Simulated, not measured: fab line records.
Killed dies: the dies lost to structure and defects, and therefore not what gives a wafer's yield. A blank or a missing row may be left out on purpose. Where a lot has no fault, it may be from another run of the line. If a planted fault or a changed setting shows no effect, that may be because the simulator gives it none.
2 desks looking at one fault || flow sky130 || only its own numbers are on each desk; what lay behind them is given at the end

FOR THE TOOL OWNER'S DESK: wet-bench-04
The tool's own readings at SKY_METAL1_STRIP_21 (strips in post etch residue remover, time 1200 s): means of the sampled wafers that have a number, for each lot that ran on this tool. A lot is out of limits, marked OUT, if its mean lies more than 4 standard deviations from the usual mean; the brackets give that distance.
Columns: A = temp-c at SKY_METAL1_STRIP_21, usual 72.51 C
{"lot": "L325", "first seen here": "day 33 15:31", "A": 72.54}
{"lot": "L326", "first seen here": "day 34 01:28", "A": 72.47}
{"lot": "L328", "first seen here": "day 34 22:28", "A": 72.49}
{"lot": "L327", "first seen here": "day 35 00:18", "A": 72.50}
{"lot": "L340", "first seen here": "day 38 21:40", "A": 72.44}
{"lot": "L342", "first seen here": "day 39 03:11", "A": 72.55}
{"lot": "L344", "first seen here": "day 39 12:59", "A": 72.52}
This desk's verdict: no lot among the 7 shows anything out of limits.

AT THE METROLOGY DESK
What the gauges read, lot by lot, whatever tool the lot ran on: means of the sampled wafers that have a number. A lot is out of limits, marked OUT, if its mean lies more than 4 standard deviations from the usual mean; the brackets give that distance.
Columns: A = CAPM_TIN_THK at SKY_CAPM_THK_MEAS_04, usual 203.4 nm; B = PAD_OPEN_BOW at SKY_PAD_OPEN_BOW_MEAS_13, usual 45 um
{"lot": "L323", "first seen here": "day 36 17:16", "A": 202.1, "B": 44}
{"lot": "L324", "first seen here": "day 37 01:06", "A": 203.5, "B": 49}
{"lot": "L325", "first seen here": "day 37 04:37", "A": 202.4, "B": 46}
{"lot": "L326", "first seen here": "day 37 14:30", "A": 207.9, "B": 38}
{"lot": "L328", "first seen here": "day 38 11:34", "A": 200.7, "B": 52}
{"lot": "L329", "first seen here": "day 38 13:02", "A": 204.1, "B": 47}
{"lot": "L327", "first seen here": "day 38 13:43", "A": 203.1, "B": 33}
{"lot": "L338", "first seen here": "day 41 13:20", "A": 203.4, "B": 42}
{"lot": "L339", "first seen here": "day 41 22:27", "A": 204.3, "B": 46}
{"lot": "L340", "first seen here": "day 42 04:26", "A": 199.6, "B": 37}
{"lot": "L342", "first seen here": "day 42 11:13", "A": 198.2, "B": 42}
{"lot": "L344", "first seen here": "day 42 20:16", "A": 205.1, "B": 53}
This desk's verdict: no lot among the 12 shows anything out of limits.

ALL TOGETHER
Nothing out of limits was seen by the tool owner's desk.
At the metrology desk, nothing out of limits was observed.

WHAT THE SIMULATOR HAD INSERTED
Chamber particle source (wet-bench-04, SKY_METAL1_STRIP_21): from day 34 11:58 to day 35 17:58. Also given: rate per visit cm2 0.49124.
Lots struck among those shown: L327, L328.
